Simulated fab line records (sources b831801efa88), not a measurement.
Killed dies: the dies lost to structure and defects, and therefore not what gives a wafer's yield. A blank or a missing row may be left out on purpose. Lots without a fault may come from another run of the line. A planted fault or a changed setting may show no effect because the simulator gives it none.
A struck lot beside a sound one / flow gf180mcu / 20 steps out of a route of 602
Sound: wafers L629.1, L629.2, L629.6. The struck wafers were L637.1, L637.5, L637.6. The cause is given at the end.
For every step that has rows: the tool of each side, followed by ch and its chambers, followed by its first start. Under that, the readings that differ: sound wafers / struck wafers / difference of the means / sigmas: that difference in standard deviations of wafers without a fault.
alike: words and numbers the same on both sides, and readings whose means are apart by under 2 such deviations; not compared: readings that were withheld, readings missing a value for some wafer, numbers with overlapping values and no deviation given by the record, and bounds like >300 which may hide the same value.
A row with sigmas, a row that says differs or no value, or rows on one side alone: a step with any of these is where the two part. Numbers that don't overlap but have no deviation are shown without sigmas and don't part them. A reading missing from all wafers of one side parts the sides only when that side holds two or more wafers.

first, 1 step without rows for these wafers: GF_V5_CVD_00 (deposits SiO2, target thk 300 nm, time 47.94 s).
GF_V5_THK_MEAS_01:
  sound: film_metro-02 at day 27 04:46; struck: film_metro-03 at day 29 15:48
  alike: V5_CVD_00_THK
GF_V5_CVD_02: deposits SiO2 from TEOS, target thk 1450 nm, time 163.28 s.
  sound on pecvd-02 ch 0,1, day 27 04:49; struck on pecvd-03 ch 1,2, day 29 15:52
  alike: heater_power_w
GF_V5_THK_MEAS_03:
  sound: film_metro-04 at day 27 04:56; struck: film_metro-02 at day 29 15:58
  alike: V5_CVD_02_THK
GF_V5_CMP_04: polishes SiO2.
  sound on cmp-02 ch 0,2,3, day 27 05:02; struck on cmp-02 ch 2,3, day 29 16:05
  alike: motor_current_A
GF_V5_BOW_MEAS_05:
  sound: film_metro-04 at day 27 05:17; struck: film_metro-02 at day 29 16:20
  alike: V5_BOW
then, 6 steps without rows for these wafers: GF_V5_DEHYDRATE_06 (time 60 s); GF_V5_HMDS_07 (prime time 60 s); GF_V5_COAT_08; GF_V5_COAT_09 (resist thk 1000 nm); GF_V5_SOFTBAKE_10 (time 60 s); GF_V5_EXPOSE_11 (exposes mask Via5, target cd 260 nm).
GF_V5_PEB_12: peb time 90 s.
  sound on litho_track-01 ch 0, day 28 00:46; struck on litho_track-01 ch 0, day 30 09:55
reading=heater_power_total_W (W); sound=85.72 85.74 85.70; struck=88.30 88.31 88.37; difference=+2.61; sigmas=+33
then, 1 step without rows for these wafers: GF_V5_DEVELOP_13 (develop time 60 s).
GF_V5_CD_MEAS_14: the cd target is 260 nm.
  sound: cd_sem-02 at day 28 01:07; struck: cd_sem-01 at day 30 10:16
reading=cd_nm (nm); sound=260.5 262.8 261.1; struck=258.3 258.6 257.0; difference=-3.5; sigmas=-3
GF_V5_OVL_MEAS_15:
  sound: overlay-02 at day 28 01:14; struck: overlay-02 at day 30 10:23
reading=V5_OVL (nm); sound=12 4 9; struck=-13 -13 -12; difference=-21; sigmas=-3
GF_V5_ETCH_16: etches BARC in N2/H2.
  sound on rie_diel-02 ch 0,2,3, day 28 01:16; struck on rie_diel-02 ch 0,1,3, day 30 10:25
reading=model.V5.cd_nm (nm); sound=260.1 262.6 261.3; struck=258.4 258.9 257.5; difference=-3.1; sigmas=
  alike: chamber_pressure_mTorr, drypump_motor_current_A, oes_product_au, throttle_valve_pct
GF_V5_ETCH_17: etches SiO2 in C4F8/O2/Ar, stops on TiN, target depth 855 nm.
  sound on rie_diel-02 ch 0,2,3; struck on rie_diel-02 ch 0,1,3
reading=model.V5.cd_nm (nm); sound=260.3 263.2 261.3; struck=258.3 258.8 257.8; difference=-3.3; sigmas=
  alike: chamber_pressure_mTorr, oes_product_au
GF_V5_STRIP_18: strips in O2/N2.
  sound on plasma_asher-03 ch 0,1, day 28 01:26; struck on plasma_asher-01 ch 0,1, day 30 10:35
  alike: chamber_pressure_mTorr, drypump_motor_current_A, heater_power_w, o2_flow_sccm, oes_product_au
  not compared: rf_hours_counter_h
GF_PASSIVATION_PROBE_99:
  the record has rows for the struck wafers here (prober-02, day 32 02:01) and none for the sound ones

## WHERE THEY PART
Earliest at GF_V5_PEB_12; latest, in this record, at GF_PASSIVATION_PROBE_99.

WHY: whatever the simulator had introduced
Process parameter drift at GF_V5_PEB_12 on litho_track-01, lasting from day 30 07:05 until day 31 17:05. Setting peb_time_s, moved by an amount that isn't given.
